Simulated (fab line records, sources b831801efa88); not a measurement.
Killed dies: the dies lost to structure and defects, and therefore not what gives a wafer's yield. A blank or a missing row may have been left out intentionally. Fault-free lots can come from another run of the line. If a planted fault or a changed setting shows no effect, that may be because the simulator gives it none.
A single fault, viewed from 2 desks	flow gf180mcu	each desk holds nothing but its own numbers, with what lay behind them at the end

## METROLOGY DESK
Lot by lot, what the gauges showed, no matter which tool ran the lot: averages of those sampled wafers that carry a number. Marked OUT: a lot whose mean sits more than 4 standard deviations from the usual mean, which makes it out of limits; the brackets give that distance.
Columns: A = CONTACT_OVL at GF_CONTACT_OVL_MEAS_15, usual -1 nm; B = CONTACT_W_RS at GF_CONTACT_RS_MEAS_25, usual 0.383 ohm/sq; C = M1_ALCU_RS at GF_M1_RS_MEAS_05, usual 0.0693 ohm/sq
lot	first seen here	A	B	C
L888	day 16 00:25	-5	0.383	0.0692
L889	day 16 13:34	-9	0.382	0.0695
L890	day 16 23:13	-6	0.389	0.0703
L891	day 17 02:52	-14	0.379	0.0691
L892	day 17 19:41	-4	0.385	0.0686
L895	day 18 21:10	-10	0.384	0.0696
L900	day 20 19:55	-6	0.385	0.0689
L901	day 21 00:43	2	1.150 (+99 or more) OUT	-
L902	day 21 07:49	-5	1.146 (+99 or more) OUT	-
L910	day 23 17:07	1	0.380	0.0696
L911	day 24 07:01	5	0.379	0.0695
This desk's result: L901, L902 out of limits, first on L901 (CONTACT_W_RS at GF_CONTACT_RS_MEAS_25), day 21 01:26. L888, L889, L890, L891, L892, L895, L900, L910, L911 stayed within limits.

## THE TOOL OWNER'S DESK: cvdW-01
The tool's own readings at GF_CONTACT_CVD_24 (deposits W, target thk 300 nm, time 90.339 s): means of the sampled wafers that have a number, for each lot that ran on this tool. Marked OUT: a lot whose mean sits more than 4 standard deviations from the usual mean, which makes it out of limits; the brackets give that distance.
Columns: A = heaterPowerW at GF_CONTACT_CVD_24, usual 970 W
lot	first seen here	A
L888	day 16 01:01	1019
L891	day 17 03:28	1026
L901	day 21 01:20	1033
L902	day 21 08:25	1020
This desk's verdict: no lot among the 4 shows anything out of limits.

## PUT TOGETHER
At day 21 01:26 the metrology desk could have sounded an alarm, on L901, L902.
The desk of the tool owner found nothing out of limits.
The tool owner's desk has L901, L902 on record, within its limits.
GF_CONTACT_CVD_24 was run on cvdW-01 by each of the lots named.

## WHAT THE SIMULATOR HAD INSERTED
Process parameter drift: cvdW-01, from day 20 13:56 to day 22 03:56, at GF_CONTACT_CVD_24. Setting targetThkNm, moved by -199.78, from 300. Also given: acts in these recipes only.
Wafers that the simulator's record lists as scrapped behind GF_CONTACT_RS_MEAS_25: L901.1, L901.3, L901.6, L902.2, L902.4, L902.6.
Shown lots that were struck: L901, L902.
Time in hours between the start of the fault and the first out-of-limits reading at each desk: metrology desk, 11.
